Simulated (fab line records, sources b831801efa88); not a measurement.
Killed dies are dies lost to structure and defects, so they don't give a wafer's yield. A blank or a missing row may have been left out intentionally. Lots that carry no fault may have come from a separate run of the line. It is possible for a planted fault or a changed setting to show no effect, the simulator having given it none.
Which tool is to blame? | flow gf180mcu | 13 lots, 38 wafers sampled, at 4 steps of a route of 602

## WHAT EACH GAUGE READ, for each wafer
GF_VT_IMPLANT_OVL_MEAS_40.
lot  | measured     | on         | VT_IMPLANT_03_OVL (nm)
L328 | day 6 17:56  | overlay-02 | -0.9 -2.0 -3.2
L331 | day 7 14:08  | overlay-01 | -2.2 -1.4 -0.8
L333 | day 8 05:32  | overlay-01 | -1.5 -0.6 1.5
L334 | day 10 07:35 | overlay-01 | -0.5 0.5 0.6
L335 | day 10 08:01 | overlay-02 | 0.0 -0.2 2.4
L336 | day 10 13:10 | overlay-02 | -2.7 -3.1 -0.4
L338 | day 10 14:28 | overlay-02 | 1.2 -0.4 0.6
L337 | day 10 15:16 | overlay-02 | -2.0 -3.0 -2.3
L339 | day 10 15:21 | overlay-01 | 1.0 -0.8 1.0
L340 | day 10 17:40 | overlay-01 | -0.8 0.7 -0.9
L341 | day 11 01:11 | overlay-02 | 1.0 -0.4 -1.3
L342 | day 11 14:33 | overlay-02 | 1.5 2.3 -0.8
L351 | day 14 03:48 | overlay-01 | -0.4 -1.1

GF_HV_LDD_OVL_MEAS_32.
lot  | measured     | on         | HV_LDD_02_OVL (nm)
L328 | day 10 19:01 | overlay-02 | -0.8 0.2 1.6
L331 | day 11 18:58 | overlay-01 | 1.9 2.5 4.6
L333 | day 12 09:43 | overlay-02 | 1.7 0.8 1.8
L334 | day 14 17:26 | overlay-01 | 1.9 1.6 3.9
L335 | day 14 21:31 | overlay-01 | -1.0 -0.4 -1.4
L336 | day 15 00:26 | overlay-01 | 2.0 1.2 2.7
L338 | day 15 01:01 | overlay-01 | 2.2 0.1 -1.1
L337 | day 15 03:10 | overlay-02 | 1.3 3.2 0.1
L339 | day 15 04:40 | overlay-02 | 0.8 -0.1 -1.1
L340 | day 15 05:14 | overlay-01 | -0.1 1.0 2.2
L341 | day 15 18:10 | overlay-02 | -0.6 -0.9 -0.7
L342 | day 16 13:52 | overlay-02 | 0.6 1.3 1.4
L351 | day 19 13:52 | overlay-01 | 1.4 1.6

## WHAT TOOL EACH LOT RAN ON (gives the tool, then ch and the chambers of the sampled wafers, and finally the start)
lot  | GF_DNWELL_STRIP_08                  | GF_VT_IMPLANT_SOFTBAKE_36
L328 | plasma asher-02 ch 0,1, day 2 17:26 | litho track-04 ch 0, day 6 09:56
L331 | plasma asher-04 ch 0,1, day 3 10:38 | litho track-02 ch 0, day 7 06:14
L333 | plasma asher-04 ch 0,1, day 3 19:30 | litho track-01 ch 0, day 7 21:18
L334 | plasma asher-02 ch 0, day 4 22:44   | litho track-02 ch 0, day 9 22:38
L335 | plasma asher-02 ch 0,1, day 4 23:23 | litho track-02 ch 0, day 9 23:12
L336 | plasma asher-03 ch 0,1, day 5 02:41 | litho track-02 ch 0, day 10 03:24
L338 | plasma asher-02 ch 0,1, day 5 02:54 | litho track-04 ch 0, day 10 05:40
L337 | plasma asher-03 ch 0,1, day 5 03:14 | litho track-04 ch 0, day 10 06:14
L339 | plasma asher-02 ch 0,1, day 5 03:35 | litho track-01 ch 0, day 10 06:19
L340 | plasma asher-04 ch 0, day 5 06:50   | litho track-01 ch 0, day 10 08:30
L341 | plasma asher-04 ch 0,1, day 5 13:20 | litho track-01 ch 0, day 10 15:43
L342 | plasma asher-03 ch 0,1, day 6 00:23 | litho track-04 ch 0, day 11 04:44
L351 | plasma asher-02 ch 0,1, day 7 23:10 | litho track-01 ch 0, day 13 17:22
- GF_DNWELL_STRIP_08: strips in O2/N2.
- GF_VT_IMPLANT_SOFTBAKE_36: time 60 s.

## WHAT THE TOOLS THEMSELVES READ (means of the sampled wafers that have a number; where no wafer has one, the mark that the record gives instead)
GF_DNWELL_STRIP_08.
lot  | tool            | drypump motor current A (A) | heater power w (W) | oes product au (a.u.) | strip time to endpoint s (s)
L328 | plasma asher-02 | 6.0                         | 313                | 0.720                 | 36.99
L331 | plasma asher-04 | 5.4                         | 352                | 0.720                 | 37.07
L333 | plasma asher-04 | 5.5                         | 331                | 0.727                 | 36.90
L334 | plasma asher-02 | 5.9                         | 306                | 0.722                 | 37.00
L335 | plasma asher-02 | 5.9                         | 319                | 0.722                 | 37.02
L336 | plasma asher-03 | 5.5                         | 258                | 0.723                 | 37.07
L338 | plasma asher-02 | 6.0                         | 317                | 0.723                 | 37.05
L337 | plasma asher-03 | 5.5                         | 263                | 0.724                 | 36.90
L339 | plasma asher-02 | 5.9                         | 312                | 0.723                 | 36.84
L340 | plasma asher-04 | 5.2                         | 377                | 0.719                 | 36.98
L341 | plasma asher-04 | 5.5                         | 327                | 0.722                 | 37.11
L342 | plasma asher-03 | 5.7                         | 257                | 0.720                 | 36.87
L351 | plasma asher-02 | 6.0                         | 314                | 0.724                 | 37.05

GF_VT_IMPLANT_SOFTBAKE_36.
lot  | tool           | heater power total W (W) | run length s (s)
L328 | litho track-04 | 56.59                    | 89.03
L331 | litho track-02 | 56.56                    | 88.87
L333 | litho track-01 | 56.59                    | 89.05
L334 | litho track-02 | 56.59                    | 88.80
L335 | litho track-02 | 56.56                    | 88.90
L336 | litho track-02 | 56.63                    | 88.91
L338 | litho track-04 | 56.59                    | 89.00
L337 | litho track-04 | 56.58                    | 89.18
L339 | litho track-01 | 56.57                    | 88.87
L340 | litho track-01 | 56.58                    | 89.11
L341 | litho track-01 | 56.58                    | 88.92
L342 | litho track-04 | 56.58                    | 89.13
L351 | litho track-01 | 62.95                    | 72.47

## THE ANSWER, worked out from the rows above alone
Rule: the lots themselves supply what counts as usual. The widest of any qualifying gaps counts: lots, ordered by their means at a reading, are off when they make up no more than a third of the lots, leave a main group of 4 or more, and stand apart from it by 3 or more times the standard deviation of that group's means. Not used: any main group whose means are identical at the precision the tables above print for the reading. Also off: a lot with no number at a reading for which 4 or more lots have one. The other lots that the step has rows for count as sound. After the gauges, taken in route order, come the tools' own readings; for these a lot's mean is taken, as printed above. The first step at which some lot is off is used, and at that step the reading that is off furthest; a lot without a number counts as furthest.
Off, at GF_VT_IMPLANT_SOFTBAKE_36 on heater power total W: L351. For the main group the mean is 56.58 W and the standard deviation 0.017.
A tool fits if, at that step or a process step before it, it ran every lot that is off, and no sound lot after the first of them. Undecided on this evidence; 2 tools fit (plasma asher-02 at GF_DNWELL_STRIP_08, litho track-01 at GF_VT_IMPLANT_SOFTBAKE_36).

## WHAT HAD BEEN PUT IN BY THE SIMULATOR
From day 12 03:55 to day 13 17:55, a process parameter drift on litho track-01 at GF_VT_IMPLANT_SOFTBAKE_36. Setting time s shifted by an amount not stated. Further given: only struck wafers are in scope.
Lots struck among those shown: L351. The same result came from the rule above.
